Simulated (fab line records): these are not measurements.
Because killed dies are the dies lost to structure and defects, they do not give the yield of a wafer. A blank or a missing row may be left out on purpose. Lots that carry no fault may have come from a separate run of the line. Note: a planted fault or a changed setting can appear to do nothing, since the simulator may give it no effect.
Which tool is to blame?	flow gf180mcu	14 lots with 42 wafers sampled at 5 steps, on a route of 602 steps

== WHAT EACH GAUGE READ, for each wafer ==
GF_V3_THK_MEAS_01. Usual: V3_CVD_00_THK 602 nm, standard deviation 7.3.
lot	measured	on	V3_CVD_00_THK (nm)	flag
L981	day 21 15:31	filmMetro-03	607 613 603	
L982	day 22 05:43	filmMetro-03	605 594 598	
L985	day 23 07:43	filmMetro-02	591 598 606	
L986	day 23 13:21	filmMetro-02	615 597 617	
L990	day 25 00:26	filmMetro-01	589 612 599	
L993	day 25 22:32	filmMetro-02	591 591 582	
L995	day 26 13:43	filmMetro-01	606 603 605	
L997	day 27 10:08	filmMetro-03	608 605 598	
L998	day 27 13:17	filmMetro-02	599 608 603	
L999	day 27 16:54	filmMetro-02	602 607 596	
L100	day 28 02:20	filmMetro-01	596 603 600	
L101	day 28 07:42	filmMetro-03	604 597 602	
L102	day 28 12:41	filmMetro-02	603 601 598	
L103	day 28 22:28	filmMetro-03	593 604 594	

GF_V4_CD_MEAS_14: the cd target is 260 nm. Usual: cdNm reads 260.1 nm (standard deviation 1.3).
lot	measured	on	cdNm (nm)	flag
L981	day 24 16:02	cdSem-01	259.1 259.8 260.3	
L982	day 25 03:46	cdSem-02	259.9 259.2 260.3	
L985	day 26 04:35	cdSem-01	257.0 258.5 259.0	
L986	day 26 10:28	cdSem-02	258.9 259.0 260.0	
L990	day 27 18:31	cdSem-02	259.6 260.0 259.7	
L993	day 28 14:17	cdSem-01	261.3 262.1 260.9	
L995	day 29 04:37	cdSem-01	260.4 258.5 259.8	
L997	day 29 22:35	cdSem-01	259.3 257.2 258.6	
L998	day 30 02:05	cdSem-01	258.8 259.1 258.0	
L999	day 30 06:38	cdSem-02	259.1 258.4 259.0	
L100	day 30 15:03	cdSem-02	262.3 262.7 262.1	
L101	day 30 19:58	cdSem-02	262.0 263.2 262.5	
L102	day 31 00:13	cdSem-02	261.2 260.1 261.2	
L103	day 31 08:45	cdSem-01	260.5 261.3 260.1	

== TOOL THAT RAN EACH LOT (tool first, then ch and the chambers of the sampled wafers, then the start) ==
lot	GF_V3_CVD_02	GF_M4_METAL_ETCH_16	GF_M4_STRIP_17
L981	pecvd-04 ch 0,1, day 21 15:34	rieMetal-03 ch 0,1, day 23 16:13	plasmaAsher-02 ch 0, day 23 16:21
L982	pecvd-04 ch 1,2, day 22 05:46	rieMetal-02 ch 0,1, day 24 05:10	plasmaAsher-04 ch 0,1, day 24 05:18
L985	pecvd-03 ch 0,1,2, day 23 07:47	rieMetal-03 ch 1, day 25 06:12	plasmaAsher-04 ch 0,1, day 25 06:22
L986	pecvd-02 ch 0,1,2, day 23 13:25	rieMetal-03 ch 1, day 25 12:40	plasmaAsher-03 ch 0,1, day 25 12:50
L990	pecvd-02 ch 0,1,2, day 25 00:31	rieMetal-04 ch 0,1, day 26 20:52	plasmaAsher-03 ch 0,1, day 26 20:59
L993	pecvd-04 ch 0,2, day 25 22:36	rieMetal-04 ch 1, day 27 17:46	plasmaAsher-02 ch 0,1, day 27 18:02
L995	pecvd-04 ch 0,1,2, day 26 13:47	rieMetal-04 ch 0,1, day 28 07:22	plasmaAsher-02 ch 0,1, day 28 07:29
L997	pecvd-04 ch 1,2, day 27 10:12	rieMetal-04 ch 0,1, day 29 02:17	plasmaAsher-03 ch 0, day 29 02:25
L998	pecvd-03 ch 0,1,2, day 27 13:22	rieMetal-03 ch 0, day 29 05:40	plasmaAsher-03 ch 0,1, day 29 05:50
L999	pecvd-02 ch 0,2, day 27 16:58	rieMetal-03 ch 0, day 29 10:02	plasmaAsher-04 ch 0,1, day 29 10:17
L100	pecvd-04 ch 0,2, day 28 02:23	rieMetal-02 ch 1, day 29 19:00	plasmaAsher-03 ch 0,1, day 29 19:13
L101	pecvd-04 ch 1,2, day 28 07:46	rieMetal-02 ch 0,1, day 30 00:13	plasmaAsher-02 ch 0,1, day 30 00:21
L102	pecvd-02 ch 0,1,2, day 28 12:46	rieMetal-04 ch 0, day 30 04:48	plasmaAsher-03 ch 0,1, day 30 04:58
L103	pecvd-04 ch 1,2, day 28 22:31	rieMetal-02 ch 0,1, day 30 13:52	plasmaAsher-04 ch 0,1, day 30 14:00
- GF_V3_CVD_02: deposits SiO2 from TEOS, target thk 850 nm, time 94.851 s.
- GF_M4_METAL_ETCH_16: etches the open film in Cl2/BCl3, stops on SiO2, target depth 750.8 nm, time 125.1 s.
- GF_M4_STRIP_17: strips in O2/N2.

== WHAT THE TOOLS THEMSELVES READ (means of the sampled wafers that have a number; where no wafer has one, the mark that the record gives instead) ==
GF_V3_CVD_02. Usual: heaterPowerW reads 682 W (standard deviation 84).
lot	tool	heaterPowerW (W)	flag
L981	pecvd-04	673	
L982	pecvd-04	633	
L985	pecvd-03	690	
L986	pecvd-02	669	
L990	pecvd-02	658	
L993	pecvd-04	694	
L995	pecvd-04	689	
L997	pecvd-04	611	
L998	pecvd-03	692	
L999	pecvd-02	683	
L100	pecvd-04	739	
L101	pecvd-04	575	
L102	pecvd-02	675	
L103	pecvd-04	643	

GF_M4_METAL_ETCH_16. Usual: drypumpMotorCurrentA 5.6 A, standard deviation 0.35; oesProductAu 0.991 a.u., standard deviation 0.0061; throttleValvePct 28.229 %, standard deviation 0.01.
lot	tool	drypumpMotorCurrentA (A)	oesProductAu (a.u.)	throttleValvePct (%)	flag
L981	rieMetal-03	5.8	0.989	28.228	
L982	rieMetal-02	5.5	0.987	28.218	
L985	rieMetal-03	6.0	0.918	28.306	OFF
L986	rieMetal-03	6.0	0.918	28.307	OFF
L990	rieMetal-04	5.9	0.996	28.222	
L993	rieMetal-04	6.1	0.997	28.226	
L995	rieMetal-04	5.6	0.992	28.224	
L997	rieMetal-04	5.6	0.996	28.229	
L998	rieMetal-03	5.3	0.985	28.240	
L999	rieMetal-03	5.3	0.983	28.238	
L100	rieMetal-02	5.6	0.996	28.221	
L101	rieMetal-02	5.4	0.987	28.225	
L102	rieMetal-04	5.4	0.997	28.227	
L103	rieMetal-02	5.4	0.994	28.227	

GF_M4_STRIP_17. Usual: drypumpMotorCurrentA 6.0 A, standard deviation 0.48; heaterPowerW 355 W, standard deviation 34; oesProductAu 0.537 a.u., standard deviation 0.0054; stripTimeToEndpointS 7.38 s, standard deviation 0.062.
lot	tool	drypumpMotorCurrentA (A)	heaterPowerW (W)	oesProductAu (a.u.)	stripTimeToEndpointS (s)	flag
L981	plasmaAsher-02	5.6	311	0.543	7.43	
L982	plasmaAsher-04	5.5	318	0.538	7.38	
L985	plasmaAsher-04	5.8	347	0.558	7.75	OFF
L986	plasmaAsher-03	6.6	368	0.557	7.80	OFF
L990	plasmaAsher-03	6.6	373	0.535	7.31	
L993	plasmaAsher-02	5.6	343	0.539	7.28	
L995	plasmaAsher-02	5.6	346	0.535	7.37	
L997	plasmaAsher-03	6.3	348	0.539	7.36	
L998	plasmaAsher-03	6.6	364	0.541	7.44	
L999	plasmaAsher-04	5.8	341	0.542	7.50	
L100	plasmaAsher-03	6.4	352	0.534	7.30	
L101	plasmaAsher-02	5.6	373	0.537	7.42	
L102	plasmaAsher-03	6.4	362	0.532	7.31	
L103	plasmaAsher-04	5.8	342	0.536	7.33	

== THE ANSWER, worked out from the rows above alone ==
Rule: lot off if the mean of its wafers having a number is beyond 3 standard deviations from the usual mean. A lot without any number at a reading at which 4 lots or more have one is off too. All remaining lots with rows at the step are treated as sound. Order of review: gauges by route order, followed by the tools' own readings, for which a lot's mean as printed above is used. At the first step where some lot is off, the reading lying furthest off is the one used; lots without a number count as furthest.
Off at GF_M4_METAL_ETCH_16 (oesProductAu): L985, L986.
If a tool, at that step or one of the process steps before it, ran each lot that is off and ran no sound lot following the first of them, it fits. Not one of the candidates tried fits.

== WHAT WAS PUT IN BY THE SIMULATOR ==
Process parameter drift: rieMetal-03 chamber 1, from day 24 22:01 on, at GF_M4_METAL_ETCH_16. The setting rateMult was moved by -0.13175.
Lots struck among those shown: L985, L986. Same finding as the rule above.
